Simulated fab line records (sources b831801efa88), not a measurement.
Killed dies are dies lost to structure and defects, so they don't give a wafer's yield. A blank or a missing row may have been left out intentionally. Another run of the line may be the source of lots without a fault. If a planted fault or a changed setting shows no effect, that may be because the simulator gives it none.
Matching of chambers :: flow gf180mcu :: 4 sister chambers for GF_POLY_GATE_ETCH_13 on rie_si-02
The step etches poly-Si in HBr/Cl2, stops on SiO2, target depth 198.5 nm, time 69.6 s. 16 wafers are shown with their chamber, then 7 later ones without.

== WAFERS WITH THEIR CHAMBER ==
wafer: L428.3
chamber: 2
drypump_motor_current_A (A): 5.8
oes_product_au (a.u.): 0.972
throttle_valve_pct (%): 33.681

wafer: L428.4
chamber: 0
drypump_motor_current_A (A): 5.8
oes_product_au (a.u.): 0.985
throttle_valve_pct (%): 33.696

wafer: L428.6
chamber: 0
drypump_motor_current_A (A): 5.8
oes_product_au (a.u.): 0.980
throttle_valve_pct (%): 33.687

wafer: L429.4
chamber: 1
drypump_motor_current_A (A): 6.5
oes_product_au (a.u.): 0.985
throttle_valve_pct (%): 33.670

wafer: L429.6
chamber: 2
drypump_motor_current_A (A): 5.8
oes_product_au (a.u.): 0.964
throttle_valve_pct (%): 33.701

wafer: L437.3
chamber: 1
drypump_motor_current_A (A): 6.4
oes_product_au (a.u.): 0.973
throttle_valve_pct (%): 33.702

wafer: L437.5
chamber: 0
drypump_motor_current_A (A): 5.8
oes_product_au (a.u.): 0.980
throttle_valve_pct (%): 33.694

wafer: L437.6
chamber: 1
drypump_motor_current_A (A): 6.5
oes_product_au (a.u.): 0.975
throttle_valve_pct (%): 33.696

wafer: L441.1
chamber: 2
drypump_motor_current_A (A): 5.8
oes_product_au (a.u.): 0.968
throttle_valve_pct (%): 33.701

wafer: L441.2
chamber: 1
drypump_motor_current_A (A): 6.5
oes_product_au (a.u.): 0.973
throttle_valve_pct (%): 33.691

wafer: L441.4
chamber: 3
drypump_motor_current_A (A): 6.5
oes_product_au (a.u.): 0.976
throttle_valve_pct (%): 33.672

wafer: L442.1
chamber: 1
drypump_motor_current_A (A): 6.5
oes_product_au (a.u.): 0.983
throttle_valve_pct (%): 33.691

wafer: L442.3
chamber: 0
drypump_motor_current_A (A): 5.8
oes_product_au (a.u.): 0.973
throttle_valve_pct (%): 33.668

wafer: L442.6
chamber: 1
drypump_motor_current_A (A): 6.5
oes_product_au (a.u.): 0.977
throttle_valve_pct (%): 33.687

wafer: L443.1
chamber: 3
drypump_motor_current_A (A): 6.6
oes_product_au (a.u.): 0.995
throttle_valve_pct (%): 33.690

wafer: L443.5
chamber: 1
drypump_motor_current_A (A): 6.5
oes_product_au (a.u.): 0.984
throttle_valve_pct (%): 33.681

SIGNATURES (means of the wafers above)
reading: drypump_motor_current_A
chamber 0: 5.800
chamber 1: 6.486
chamber 2: 5.800
chamber 3: 6.550
scatter within a chamber: 0.0336

reading: oes_product_au
chamber 0: 0.97950
chamber 1: 0.97857
chamber 2: 0.96800
chamber 3: 0.98550
scatter within a chamber: 0.00615

reading: throttle_valve_pct
chamber 0: 33.68625
chamber 1: 33.68829
chamber 2: 33.69433
chamber 3: 33.68100
scatter within a chamber: 0.0114
Rule: for each reading, subtract the chamber's mean from the wafer's reading, divide by that reading's scatter and square the result; add these up over the readings and take the root, which gives the wafer's distance from the chamber. The wafer belongs to the nearest chamber; if the next one is less than 2 further off, it can't be placed. The scatter: take each reading less its chamber's mean, square it, sum over the shown wafers, divide by the number of wafers less the number of chambers, and take the root.

== WAFERS MISSING THEIR CHAMBER ==
wafer: L443.6
drypump_motor_current_A (A): 5.8
oes_product_au (a.u.): 0.965
throttle_valve_pct (%): 33.682

wafer: L444.2
drypump_motor_current_A (A): 6.5
oes_product_au (a.u.): 0.986
throttle_valve_pct (%): 33.668

wafer: L444.3
drypump_motor_current_A (A): 5.8
oes_product_au (a.u.): 0.980
throttle_valve_pct (%): 33.693

wafer: L444.4
drypump_motor_current_A (A): 5.8
oes_product_au (a.u.): 0.969
throttle_valve_pct (%): 33.695

wafer: L446.3
drypump_motor_current_A (A): 5.8
oes_product_au (a.u.): 0.972
throttle_valve_pct (%): 33.700

wafer: L446.4
drypump_motor_current_A (A): 5.8
oes_product_au (a.u.): 0.973
throttle_valve_pct (%): 33.675

wafer: L446.6
drypump_motor_current_A (A): 5.8
oes_product_au (a.u.): 0.980
throttle_valve_pct (%): 33.685

== THE CHAMBER EACH PASSED THROUGH ==
wafer: L443.6
from the rows above: can't be placed: 2 or 0
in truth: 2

wafer: L444.2
from the rows above: can't be placed: 3 or 1
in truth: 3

wafer: L444.3
from the rows above: can't be placed: 0 or 2
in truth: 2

wafer: L444.4
from the rows above: can't be placed: 2 or 0
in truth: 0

wafer: L446.3
from the rows above: can't be placed: 2 or 0
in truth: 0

wafer: L446.4
from the rows above: can't be placed: 0 or 2
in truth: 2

wafer: L446.6
from the rows above: can't be placed: 0 or 2
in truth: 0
Correctly placed: 0 of 7. Cannot be placed on the basis of these rows: 7; the candidates contain the true chamber in 7. Wrongly placed: 0.
